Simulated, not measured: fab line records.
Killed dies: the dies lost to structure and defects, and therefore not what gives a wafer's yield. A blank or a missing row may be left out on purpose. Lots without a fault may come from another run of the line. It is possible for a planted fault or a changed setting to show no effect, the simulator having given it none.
The tool behind it: which one? | flow gf180mcu | 12 lots, 36 wafers sampled, at 3 steps of a route of 602

== WHAT THE GAUGES READ, wafer by wafer ==
GF_MIM_RS_MEAS_10: a four-point-probe measurement.
lot  | measured     | on           | MIM_ALCU_RS (ohm/sq)
L075 | day 25 03:25 | filmMetro-03 | 0.1584 0.1604 0.1586
L077 | day 25 20:21 | filmMetro-02 | 0.1592 0.1613 0.1609
L079 | day 26 03:20 | filmMetro-03 | 0.1637 0.1605 0.1620
L081 | day 26 21:40 | filmMetro-04 | 0.1636 0.1632 0.1642
L083 | day 28 00:54 | filmMetro-04 | 0.1599 0.1589 0.1592
L085 | day 28 07:03 | filmMetro-04 | 0.1599 0.1593 0.1594
L087 | day 29 00:44 | filmMetro-04 | 0.1623 0.1613 0.1627
L089 | day 29 08:31 | filmMetro-04 | 0.1626 0.1574 0.1603
L091 | day 29 23:34 | filmMetro-03 | 0.1602 0.1609 0.1613
L093 | day 30 15:50 | filmMetro-04 | 0.1630 0.1633 0.1637
L095 | day 31 02:00 | filmMetro-03 | 0.1599 0.1598 0.1591
L097 | day 31 11:04 | filmMetro-03 | 0.1618 0.1622 0.1614

== WHAT TOOL EACH LOT RAN ON (gives the tool, then ch and the chambers of the sampled wafers, and finally the start) ==
lot  | GF_MIM_SPUTTER_03           | GF_MIM_CVD_05
L075 | pvdSputter-03, day 25 03:10 | pecvd-01 ch 0,1,2, day 25 03:13
L077 | pvdSputter-03, day 25 20:05 | pecvd-01 ch 0,2, day 25 20:08
L079 | pvdSputter-03, day 26 03:03 | pecvd-02 ch 0,1,2, day 26 03:07
L081 | pvdSputter-03, day 26 21:23 | pecvd-02 ch 0,1,2, day 26 21:27
L083 | pvdSputter-01, day 28 00:39 | pecvd-02 ch 0,1,2, day 28 00:43
L085 | pvdSputter-03, day 28 06:48 | pecvd-03 ch 0,1,2, day 28 06:52
L087 | pvdSputter-03, day 29 00:29 | pecvd-02 ch 0,1, day 29 00:32
L089 | pvdSputter-03, day 29 08:14 | pecvd-01 ch 0,1, day 29 08:17
L091 | pvdSputter-01, day 29 23:19 | pecvd-01 ch 0,1,2, day 29 23:22
L093 | pvdSputter-02, day 30 15:34 | pecvd-02 ch 0,2, day 30 15:38
L095 | pvdSputter-02, day 31 01:44 | pecvd-03 ch 0,1,2, day 31 01:48
L097 | pvdSputter-02, day 31 10:49 | pecvd-01 ch 0,1,2, day 31 10:52
- GF_MIM_SPUTTER_03: material Ti, target thk 10 nm, time 6.7 s.
- GF_MIM_CVD_05: deposits Si3N4, target thk 42 nm, time 29.086 s.

== THE ANSWER, worked out from the rows above alone ==
Rule: what is usual is taken from the lots themselves. The widest of any qualifying gaps counts: lots, ordered by their means at a reading, are off when they make up no more than a third of the lots, leave a main group of 4 or more, and stand apart from it by 3 or more times the standard deviation of that group's means. If all means in a main group match to the digits the tables above print for the reading, that group is not used. Also off: a lot with no number at a reading for which 4 or more lots have one. Any other lot the step has rows for is counted as sound.
Nothing can be told from this: no lot is off at any reading shown.

== WHAT HAD BEEN PUT IN BY THE SIMULATOR ==
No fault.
